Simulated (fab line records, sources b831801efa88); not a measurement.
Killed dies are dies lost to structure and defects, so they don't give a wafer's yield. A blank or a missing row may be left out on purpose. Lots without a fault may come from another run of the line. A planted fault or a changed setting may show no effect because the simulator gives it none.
Chamber matching | flow sky130 | SKY_METAL4_ETCH_17 on rie_diel-04: 4 sister chambers
The step etches SiO2 in C4F8/O2/Ar, stops on TiN, time 3.9 s, target depth 15 nm. 8 wafers are shown with their chamber, then 7 later ones without.

WAFERS WITH THEIR CHAMBER
wafer  | chamber | rf_fwd_power_W (W) | bias_w (W)
L084.1 | 1       | 1469               | 1204
L084.3 | 0       | 1472               | 1201
L084.4 | 2       | 1472               | 1206
L088.1 | 3       | 1463               | 1202
L088.5 | 0       | 1472               | 1203
L088.6 | 3       | 1474               | 1199
L089.1 | 1       | 1486               | 1202
L089.5 | 2       | 1487               | 1200

WAFERS WITHOUT THEIR CHAMBER
wafer  | rf_fwd_power_W (W) | bias_w (W)
L089.6 | 1467               | 1201
L095.1 | 1488               | 1196
L095.2 | 1468               | 1203
L095.4 | 1472               | 1206
L097.1 | 1484               | 1207
L097.5 | 1475               | 1200
L097.6 | 1480               | 1198

WHICH CHAMBER EACH WENT THROUGH
wafer  | from the rows above               | in truth
L089.6 | can't be placed: 3 or 0 or 1 or 2 | 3
L095.1 | can't be placed: 3 or 2 or 0 or 1 | 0
L095.2 | can't be placed: 0 or 3 or 1 or 2 | 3
L095.4 | can't be placed: 1 or 2 or 0 or 3 | 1
L097.1 | can't be placed: 2 or 1 or 0 or 3 | 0
L097.5 | can't be placed: 3 or 0 or 1 or 2 | 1
L097.6 | can't be placed: 3 or 0 or 2 or 1 | 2
Placed correctly: 0 of 7. Can't be placed from these rows: 7 (the true chamber is among the candidates in 7). Placed wrongly: 0.
How it was worked out, from the rows above alone: a wafer's distance from a chamber is the root of the sum, over the readings, of the square of ((its reading less the chamber's mean) divided by the reading's scatter). The wafer belongs to the nearest chamber; if the next one is less than 2 further off, it can't be placed. A chamber's mean is the mean of its shown wafers. The scatter: the root of (the sum of the squares of (reading less its chamber's mean) over the shown wafers, divided by (wafers less chambers)).
